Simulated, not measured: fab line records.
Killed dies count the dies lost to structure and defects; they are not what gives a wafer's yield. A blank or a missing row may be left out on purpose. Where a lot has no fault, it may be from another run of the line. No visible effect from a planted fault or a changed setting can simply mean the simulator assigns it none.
Problem report in the 8D (eight disciplines) form, filled by code -- flow sky130 -- the parts of the form that need people (team, actions taken, sign-off) are left out

1. PROBLEM STATEMENT
At SKY_METAL5_DEVELOP_13, developerTempC averages 25.34 C over 6 wafers from 2 lots, while fault-free wafers read 23.00 C, standard deviation 0.095. That is +25 standard deviations from the usual mean.
The step: develop time 60 s.
First seen on wafer L990.1, day 47 02:17, on lithoTrack-03. The record holds 36 wafers of 12 lots with a number at this step. The rule behind "out" and "out of limits": a value lying over 4 standard deviations away from the usual mean. Any other wafer with a number is counted as sound.

2. WHAT IT IS, AND WHAT IT ISN'T
question,is,is not
which readings at this step,developerTempC,-
which lots,"L990, L991","L977, L978, L979, L981, L982, L983, L988, L995, L996, L998"
which wafers of those lots,all that have a number,-
read on which tools,lithoTrack-03,"lithoTrack-02, lithoTrack-04"
when,from day 47 02:17,"up to then (21 sound wafers); but 9 sound wafers of L995, L996, L998 came after"

3. THE SUSPECTS, EACH WITH WHAT RULES IT OUT
Counting: a tool at a process step up to the reading stays a suspect if it ran every lot that is out and no sound lot after the first of them.
- cmp-01 at SKY_CONTACT_CMP_04 (polishes SiO2): ruled out as a lasting fault. The sound lots L995, L996, L998 went through it after L990, its earliest lot that is out (day 34 17:32).
- pvdSputter-01 at SKY_METAL1_SPUTTER_03 (material Ti, target thk 5 nm, time 3.3 s): ruled out as a lasting fault. The sound lots L996, L998 went through it after L990, its earliest lot that is out (day 35 22:19).
- lithoTrack-03 at SKY_METAL5_DEVELOP_13 (develop time 60 s): kept. It ran every lot that is out, first L990 (day 47 02:17), and no sound lot after that; its last sound lot up to then is L988 (day 47 01:18). Its own developerTempC readings are out on those wafers.
After counting, what remains is lithoTrack-03 at SKY_METAL5_DEVELOP_13.

4. THE CAUSE (what the simulator had put in)
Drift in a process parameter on lithoTrack-03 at SKY_METAL5_DEVELOP_13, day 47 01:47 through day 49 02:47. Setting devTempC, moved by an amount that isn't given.
Only this tool survived the counting.

5. THE EFFECT CHAIN, in route order
Rows list readings where the struck wafers' mean (over those with a number) sits beyond 3 standard deviations from the usual. Only readings whose record carries a usual standard deviation are examined. hours: median over the lots of the time between each lot's start at the first step of this table that gives one and its start at this step. sigmas: the change, counted in usual standard deviations.
hours,step,reading,usual,on struck wafers,change,sigmas
0,SKY_METAL5_DEVELOP_13,developerTempC,23.00 C,25.34,+2.34,+25
Process steps it contains:
- SKY_METAL5_DEVELOP_13: develop time 60 s.

6. HOW IT WOULD HAVE BEEN CAUGHT EARLIER
In this record no reading fell out of limits until day 47 02:17, 0 hours after the fault had begun at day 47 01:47.
